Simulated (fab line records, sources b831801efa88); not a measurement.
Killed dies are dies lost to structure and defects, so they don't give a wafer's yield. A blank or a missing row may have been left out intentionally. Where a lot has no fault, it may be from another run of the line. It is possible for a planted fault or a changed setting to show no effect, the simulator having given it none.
Check of tool commonality | flow gf180mcu | Lots sampled 12, wafers sampled 36

## WHY THIS WAS OPENED
At GF_V1_RS_MEAS_24 the reading V1_W_RS is flagged on 1 of 12 lots. Fault-free wafers read 0.326 ohm/sq, with a standard deviation of 0.0042.
Rule: flag the lot when none of its wafers has a number, or when each of its wafers that has one lies beyond 4 standard deviations from that mean. As for the other lots, they are considered sound.

lot  | measured     | on            | V1_W_RS (ohm/sq), wafer by wafer | flag
L553 | day 18 20:21 | film metro-01 | 0.330 0.329 0.330                |
L554 | day 19 02:20 | film metro-03 | 0.327 0.321 0.327                |
L556 | day 20 06:53 | film metro-01 | 0.332 0.330 0.331                |
L557 | day 20 14:41 | film metro-01 | 0.323 0.323 0.318                |
L559 | day 21 09:42 | film metro-01 | 0.320 0.316 0.323                |
L560 | day 21 13:55 | film metro-02 | 0.326 0.325 0.330                |
L562 | day 22 12:45 | film metro-03 | 0.319 0.324 0.322                |
L564 | day 22 23:14 | film metro-03 | 0.322 0.327 0.324                |
L565 | day 23 07:53 | film metro-02 | 0.330 0.324 0.327                |
L568 | day 24 03:09 | film metro-01 | 0.325 0.331 0.328                |
L569 | day 24 14:23 | film metro-02 | 43.591 44.087 43.555             | FLAGGED
L572 | day 25 16:40 | film metro-01 | 0.322 0.322 0.318                |
The numbers of the flagged lots are 43.744 ohm/sq on average: +43.418 ohm/sq against the usual, or +99 or more standard deviations.

## EACH LOT AND THE TOOL IT RAN ON
The record holds 2 process steps before the reading, out of a route of 602 steps. Cell contents, in order: the tool; ch with the chambers the sampled wafers went through; the start.
lot  | flag    | GF_M1_SPUTTER_00             | GF_V1_CVD_23
L553 |         | pvd sputter-02, day 16 19:30 | cvd w-02 ch 0, day 18 20:14
L554 |         | pvd sputter-02, day 17 00:02 | cvd w-02 ch 0,1, day 19 02:12
L556 |         | pvd sputter-03, day 18 04:17 | cvd w-02 ch 0,1, day 20 06:45
L557 |         | pvd sputter-02, day 18 11:41 | cvd w-01 ch 0,1, day 20 14:34
L559 |         | pvd sputter-03, day 19 06:33 | cvd w-01 ch 0,1, day 21 09:35
L560 |         | pvd sputter-02, day 19 11:23 | cvd w-01 ch 0,1, day 21 13:48
L562 |         | pvd sputter-02, day 20 10:19 | cvd w-01 ch 0,1, day 22 12:37
L564 |         | pvd sputter-02, day 20 22:27 | cvd w-01 ch 0,1, day 22 23:06
L565 |         | pvd sputter-03, day 21 06:03 | cvd w-01 ch 0,1, day 23 07:46
L568 |         | pvd sputter-02, day 22 04:38 | cvd w-02 ch 0,1, day 24 03:02
L569 | FLAGGED | pvd sputter-03, day 22 15:23 | cvd w-01 ch 0,1, day 24 14:15
L572 |         | pvd sputter-02, day 23 17:13 | cvd w-01 ch 0,1, day 25 16:31
What the steps here do:
- GF_M1_SPUTTER_00: material Ti, target thk 37.5 nm, time 150 s.
- GF_V1_CVD_23: deposits W, target thk 350 nm, time 105.05 s.
- GF_V1_RS_MEAS_24: measures by four-point-probe.

## FLAGGED AGAINST TOTAL, ONE TOOL AT A TIME (gauges that did the reading follow at the end)
step             | tool           | lots run | flagged | share of the flagged lots | sound lots run after its first flagged lot
GF_M1_SPUTTER_00 | pvd sputter-02 | 8        | 0       | none                      | -
GF_M1_SPUTTER_00 | pvd sputter-03 | 4        | 1       | all                       | 0
GF_V1_CVD_23     | cvd w-01       | 8        | 1       | all                       | 1 (L572)
GF_V1_CVD_23     | cvd w-02       | 4        | 0       | none                      | -
GF_V1_RS_MEAS_24 | film metro-01  | 6        | 0       | none                      | -
GF_V1_RS_MEAS_24 | film metro-02  | 3        | 1       | all                       | 0
GF_V1_RS_MEAS_24 | film metro-03  | 3        | 0       | none                      | -

## WHAT IS ALLOWED BY THE TABLE
All flagged lots were run by 3 table rows, namely pvd sputter-03 at GF_M1_SPUTTER_00, cvd w-01 at GF_V1_CVD_23, film metro-02 at GF_V1_RS_MEAS_24.
- pvd sputter-03 at GF_M1_SPUTTER_00 ran 4 lots, 1 of them flagged. Its last sound lot is L565 (day 21 06:03), its first flagged lot L569 (day 22 15:23): a fault that began between those two fits.
- cvd w-01 at GF_V1_CVD_23 ran 8 lots, 1 of them flagged. After the first flagged lot (L572), sound lots still ran on it; a lasting fault on the whole tool would not permit that. On the flagged lots its readings are blank where sound lots have values: chamber pressure Torr, heater power outer w, heater power w.
- film metro-02 at GF_V1_RS_MEAS_24 ran 3 lots, 1 of them flagged. Its last sound lot is L565 (day 23 07:53), its first flagged lot L569 (day 24 14:23): a fault that began between those two fits.
A lot count leaves these 2 tools indistinguishable: every one of them fits a fault beginning at some hour. More lots, or a look at what each step does to the wafer, might.

## WHAT THE SIMULATOR HAD INSERTED
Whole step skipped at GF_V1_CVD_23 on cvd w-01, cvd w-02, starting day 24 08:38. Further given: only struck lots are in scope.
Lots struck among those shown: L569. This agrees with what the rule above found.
